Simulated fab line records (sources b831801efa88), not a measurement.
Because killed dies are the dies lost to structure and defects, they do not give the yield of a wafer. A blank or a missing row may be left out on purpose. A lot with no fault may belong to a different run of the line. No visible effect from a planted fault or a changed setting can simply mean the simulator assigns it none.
Which tool is to blame? ; flow gf180mcu ; Sampling: 7 lots, 21 wafers, 3 of 602 route steps

## WHAT THE GAUGES SHOWED, per wafer
GF_TOP_METAL_RS_MEAS_05: measures by four-point-probe.
lot;measured;on;TOP_METAL_ALCU_RS (ohm/sq)
L916;day 28 01:10;film_metro-03;0.0319 0.0320 0.0323
L915;day 28 03:28;film_metro-01;0.0322 0.0326 0.0322
L921;day 29 11:58;film_metro-02;0.0328 0.0331 0.0332
L924;day 30 12:14;film_metro-03;0.0327 0.0327 0.0325
L927;day 31 09:29;film_metro-02;0.0321 0.0323 0.0325
L929;day 31 17:40;film_metro-02;0.0322 0.0323 0.0322
L936;day 33 08:58;film_metro-03;0.0331 0.0328 0.0330

## WHAT TOOL EACH LOT RAN ON (gives the tool, then ch and the chambers of the sampled wafers, and finally the start)
lot;GF_V3_CVD_23;GF_TOP_METAL_SPUTTER_00
L916;cvd_w-02 ch 1, day 23 06:25;pvd_sputter-02, day 28 00:57
L915;cvd_w-01 ch 0,1, day 23 11:41;pvd_sputter-01, day 28 03:15
L921;cvd_w-02 ch 0,1, day 24 22:59;pvd_sputter-03, day 29 11:42
L924;cvd_w-02 ch 0,1, day 26 01:32;pvd_sputter-02, day 30 12:00
L927;cvd_w-02 ch 1, day 27 01:34;pvd_sputter-03, day 31 09:14
L929;cvd_w-02 ch 0,1, day 27 10:38;pvd_sputter-03, day 31 17:26
L936;cvd_w-01 ch 0,1, day 29 10:28;pvd_sputter-02, day 33 08:44
- GF_V3_CVD_23: deposits W, target thk 350 nm, time 104.9 s.
- GF_TOP_METAL_SPUTTER_00: material Ti, target thk 37.5 nm, time 150 s.

## THE ANSWER, worked out from the rows above alone
Rule: the usual values come from the lots themselves. The widest of any qualifying gaps counts: lots, ordered by their means at a reading, are off when they make up no more than a third of the lots, leave a main group of 4 or more, and stand apart from it by 3 or more times the standard deviation of that group's means. The tables above print the reading to a certain number of digits; a main group whose means all agree to those digits is not used. Also off: a lot with no number at a reading for which 4 or more lots have one. Where the step has rows for the other lots, those lots are counted as sound.
No lot is off at any reading shown: from this, nothing can be told.

## WHAT WAS PUT IN BY THE SIMULATOR
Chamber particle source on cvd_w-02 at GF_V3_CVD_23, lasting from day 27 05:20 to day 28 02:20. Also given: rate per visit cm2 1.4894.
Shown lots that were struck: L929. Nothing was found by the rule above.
